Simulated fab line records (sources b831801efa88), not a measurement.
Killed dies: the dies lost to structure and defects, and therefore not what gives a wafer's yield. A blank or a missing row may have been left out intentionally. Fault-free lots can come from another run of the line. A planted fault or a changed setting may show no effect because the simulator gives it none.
Code-filled problem report in 8D (eight disciplines) form	flow sky130	the parts of the form that need people (team, actions taken, sign-off) are left out

1. PROBLEM STATEMENT
killed_at_M0_to_M3 at SKY_PAD_OPEN_PROBE_99 reads a mean of 203 on 6 wafers of 2 lots; wafers without a fault read 43 with a standard deviation of 7.7. That is +21 standard deviations from the usual mean.
Earliest sighting: wafer L531.1 on prober-02 at day 49 03:20. Wafers with a number at this step in the record: 12, from 4 lots. By rule, "out" or "out of limits" means more than 4 standard deviations away from the usual mean. Any other wafer with a number is counted as sound.

2. WHAT IT IS AND WHAT IT IS NOT
question	is	is not
which readings at this step	killed_at_M0_to_M3, defectLimitedYield, killedDies, killedOnRim, sort_bin_5_function, sort_bin_6_memory, sortNPass, sortYieldPct	killed_at_M4_up, killedAtContacts, killedAtFrontEnd, killedAtOther
which lots	L531, L533	L519, L537
which wafers of those lots	all that have a number	-
read on which tools	prober-02	-
when	from day 49 03:20	up to then (3 sound wafers); but 3 sound wafers of L537 came after

3. THE SUSPECTS, EACH WITH WHAT RULES IT OUT
Counting: a tool at a process step up to the reading stays a suspect if it ran every lot that is out and no sound lot after the first of them.
- cmp-01 at SKY_VIA1_CMP_02 (polishes SiO2): kept. All lots that are out passed through it, beginning with L531 at day 37 05:03, and no sound lot followed; its final sound lot before that point was L519 at day 33 11:20.
- prober-02 at SKY_PAD_OPEN_PROBE_99: ruled out as a lasting fault. The sound lots L537 went through it after L531, its earliest lot that is out (day 49 03:20).
After counting, what remains is cmp-01 at SKY_VIA1_CMP_02.

4. THE CAUSE (what the simulator had put in)
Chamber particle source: cmp-01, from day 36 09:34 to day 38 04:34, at SKY_VIA1_CMP_02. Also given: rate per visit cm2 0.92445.
Counting left only this tool.

5. THE EFFECT CHAIN, in route order
Each row: a reading where the mean over the struck wafers with a number is more than 3 standard deviations away from the usual. Only readings whose record carries a usual standard deviation are examined. hours: median over the lots of the time between each lot's start at the first step of this table that gives one and its start at this step. sigmas: the change, counted in usual standard deviations.
hours	step	reading	usual	on struck wafers	change	sigmas
0	SKY_PAD_OPEN_PROBE_99	defectLimitedYield	82.5 %	51.2	-31.3	-15
0	SKY_PAD_OPEN_PROBE_99	killed_at_M0_to_M3	43	203	+160	+21
0	SKY_PAD_OPEN_PROBE_99	killedDies	86	240	+154	+15
0	SKY_PAD_OPEN_PROBE_99	killedOnRim	16	47	+31	+8.6
0	SKY_PAD_OPEN_PROBE_99	sort_bin_3_pad_short	0.8 %	3.2	+2.4	+5.5
0	SKY_PAD_OPEN_PROBE_99	sort_bin_5_function	10.4 %	30.4	+20.0	+13
0	SKY_PAD_OPEN_PROBE_99	sort_bin_6_memory	6.3 %	15.1	+8.8	+8.0
0	SKY_PAD_OPEN_PROBE_99	sortNPass	406	252	-154	-15
0	SKY_PAD_OPEN_PROBE_99	sortYieldPct	82.5 %	51.2	-31.3	-15
It contains these process steps:
- SKY_PAD_OPEN_PROBE_99

6. HOW IT WOULD HAVE BEEN CAUGHT EARLIER
306 hours passed between the start of the fault at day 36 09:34 and the first reading out of limits in this record, taken at day 49 03:20.
Of the tool readings at SKY_VIA1_CMP_02 for which the record gives a usual standard deviation, none was out on any struck wafer, so an alarm limit of 4 standard deviations on them would not have fired.
Each of the lots that are out, 2 in all, had begun SKY_VIA1_CMP_02 on cmp-01 no later than day 49 03:20. Had the tool been put on hold then, not one of them would have been saved.
